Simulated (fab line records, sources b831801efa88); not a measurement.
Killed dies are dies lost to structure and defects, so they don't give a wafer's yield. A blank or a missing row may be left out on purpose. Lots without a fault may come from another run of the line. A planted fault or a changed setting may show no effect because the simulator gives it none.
Chamber matching | flow sky130 | SKY_VIA2_CMP_24 on cmp-02: 4 sister chambers
The step polishes, stops on SiO2, t overpolish 20 s, target thk 0 nm. 4 wafers are shown with their chamber, then 7 later ones without.

WAFERS WITH THEIR CHAMBER
wafer  | chamber | motor_current_A (A)
L810.5 | 3       | 12.3
L811.6 | 2       | 10.0
L813.1 | 0       | 10.9
L813.2 | 1       | 8.7

WAFERS WITHOUT THEIR CHAMBER
wafer  | motor_current_A (A)
L813.5 | 9.9
L814.3 | 11.4
L814.5 | 12.8
L814.6 | 10.9
L815.1 | 11.6
L815.3 | 10.0
L815.6 | 11.5

WHICH CHAMBER EACH WENT THROUGH
wafer  | from the rows above     | in truth
L813.5 | 2                       | 2
L814.3 | can't be placed: 0 or 3 | 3
L814.5 | 3                       | 3
L814.6 | 0                       | 0
L815.1 | can't be placed: 0 or 3 | 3
L815.3 | 2                       | 2
L815.6 | can't be placed: 0 or 3 | 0
Placed correctly: 4 of 7. Can't be placed from these rows: 3 (the true chamber is among the candidates in 3). Placed wrongly: 0.
How it was worked out, from the rows above alone: a wafer's distance from a chamber is the root of the sum, over the readings, of the square of ((its reading less the chamber's mean) divided by the reading's scatter). The wafer belongs to the nearest chamber; if the next one is less than 2 further off, it can't be placed. A chamber's mean is the mean of its shown wafers. The scatter: with one shown wafer a chamber, the root of the mean of the squares of how far each hidden wafer lies from its nearest shown one.
